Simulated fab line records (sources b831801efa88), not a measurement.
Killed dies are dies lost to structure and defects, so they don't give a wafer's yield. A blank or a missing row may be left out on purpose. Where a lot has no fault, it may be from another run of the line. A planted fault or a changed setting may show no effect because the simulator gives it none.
One fault seen from 2 desks ; flow gf180mcu ; what lay behind the numbers comes last; until then each desk has only its own

== THE TOOL OWNER'S DESK: implanter-04 ==
The tool's own readings at GF_PSD_IMPLANT_09, given as means over the sampled wafers that have a number, one for each lot that went through this tool. Any lot whose mean is over 4 standard deviations away from the usual mean is out of limits and marked OUT; that distance is given in the brackets.
Columns: A = beam on s at GF_PSD_IMPLANT_09, usual 10.01 s; B = faraday current uA at GF_PSD_IMPLANT_09, usual 8242
lot;first seen here;A;B
L387;day 15 03:27;10.05;8223
L389;day 16 01:05;9.84;8403
L393;day 18 10:49;9.81;8390
L398;day 19 18:54;8.93 (-5.7) OUT;9295 (+6.6) OUT
This desk finds L398 out of limits, L398 being first, at day 19 18:54 (beam on s at GF_PSD_IMPLANT_09). L387, L389, L393: within limits.

== FROM THE METROLOGY DESK ==
What the gauges read for every lot (on any tool): the sampled wafers with a number, averaged. Any lot whose mean is over 4 standard deviations away from the usual mean is out of limits and marked OUT; that distance is given in the brackets.
Columns: A = PSD_TW at GF_PSD_TW_MEAS_11, usual 3197; B = PSD_RS at GF_PSD_RS_MEAS_15, usual 108.62 ohm/sq; C = V3_CVD_00_THK at GF_V3_THK_MEAS_01, usual 600 nm; D = V3_CVD_02_THK at GF_V3_THK_MEAS_03, usual 849 nm; E = V3_BOW at GF_V3_BOW_MEAS_05, usual 118 um
lot;first seen here;A;B;C;D;E
L386;day 14 22:10;3169;108.51;605;855;123
L387;day 15 03:42;3182;108.59;598;844;124
L388;day 16 00:26;3139;108.49;598;843;124
L389;day 16 01:20;3188;108.70;598;848;118
L390;day 16 14:01;3207;108.26;595;853;118
L392;day 17 13:15;3192;108.49;612;851;113
L391;day 17 13:26;3168;108.77;607;838;122
L393;day 18 11:02;3176;108.74;595;848;112
L394;day 18 11:38;3182;108.56;600;856;122
L398;day 19 19:09;3119;114.37 (+20) OUT;598;853;115
L405;day 21 17:56;3201;108.57;605;847;124
L407;day 22 09:12;3202;108.59;602;854;119
Finding of this desk: L398 out of limits, first seen on L398 at day 19 19:28 (PSD_RS at GF_PSD_RS_MEAS_15). L386, L387, L388, L389, L390, L392, L391, L393, L394, L405, L407: within limits.

== ALL TOGETHER ==
At day 19 18:54, on L398, the tool owner's desk was in a position to raise an alarm.
Metrology desk: alarm possible at day 19 19:28 on L398.
All the named lots went through GF_PSD_IMPLANT_09 on implanter-04.

== WHAT THE SIMULATOR HAD PUT IN ==
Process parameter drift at GF_PSD_IMPLANT_09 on implanter-04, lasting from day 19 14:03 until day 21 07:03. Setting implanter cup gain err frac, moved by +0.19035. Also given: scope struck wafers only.
Lots struck among those shown: L398.
Counting hours from when the fault started, the first reading out of limits came at 5 for the tool owner's desk and at 5 for the metrology desk.
